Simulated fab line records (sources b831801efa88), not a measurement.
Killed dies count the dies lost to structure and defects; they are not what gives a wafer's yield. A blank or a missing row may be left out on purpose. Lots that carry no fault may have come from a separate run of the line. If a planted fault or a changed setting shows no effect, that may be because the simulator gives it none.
Which tool did it? / flow gf180mcu / 18 wafers sampled from 6 lots at 1 step of a route of 602

## WHAT THE GAUGES READ, wafer by wafer
GF_V3_RS_MEAS_24: measurement is done with a four-point probe.
lot=L657; measured=day 22 16:24; on=film metro-02; V3_W_RS (ohm/sq)=0.330 0.326 0.332
lot=L659; measured=day 23 05:43; on=film metro-03; V3_W_RS (ohm/sq)=0.328 0.328 0.329
lot=L664; measured=day 24 23:13; on=film metro-03; V3_W_RS (ohm/sq)=0.319 0.326 0.328
lot=L673; measured=day 28 14:50; on=film metro-04; V3_W_RS (ohm/sq)=0.314 0.322 0.316
lot=L676; measured=day 29 03:05; on=film metro-03; V3_W_RS (ohm/sq)=0.323 0.324 0.320
lot=L679; measured=day 29 21:22; on=film metro-02; V3_W_RS (ohm/sq)=0.325 0.325 0.321

## WHICH TOOL RAN EACH LOT (tool, then ch and the chambers of the sampled wafers, then the start)
The record holds no process step before these readings.

## THE ANSWER, worked out from the rows above alone
Rule: the usual values come from the lots themselves. The widest of any qualifying gaps counts: lots, ordered by their means at a reading, are off when they make up no more than a third of the lots, leave a main group of 4 or more, and stand apart from it by 3 or more times the standard deviation of that group's means. Not used: any main group whose means are identical at the precision the tables above print for the reading. Also off: a lot with no number at a reading for which 4 or more lots have one. Where the step has rows for the other lots, those lots are counted as sound.
Nothing can be told from this: no lot is off at any reading shown.

## WHAT THE SIMULATOR PUT IN
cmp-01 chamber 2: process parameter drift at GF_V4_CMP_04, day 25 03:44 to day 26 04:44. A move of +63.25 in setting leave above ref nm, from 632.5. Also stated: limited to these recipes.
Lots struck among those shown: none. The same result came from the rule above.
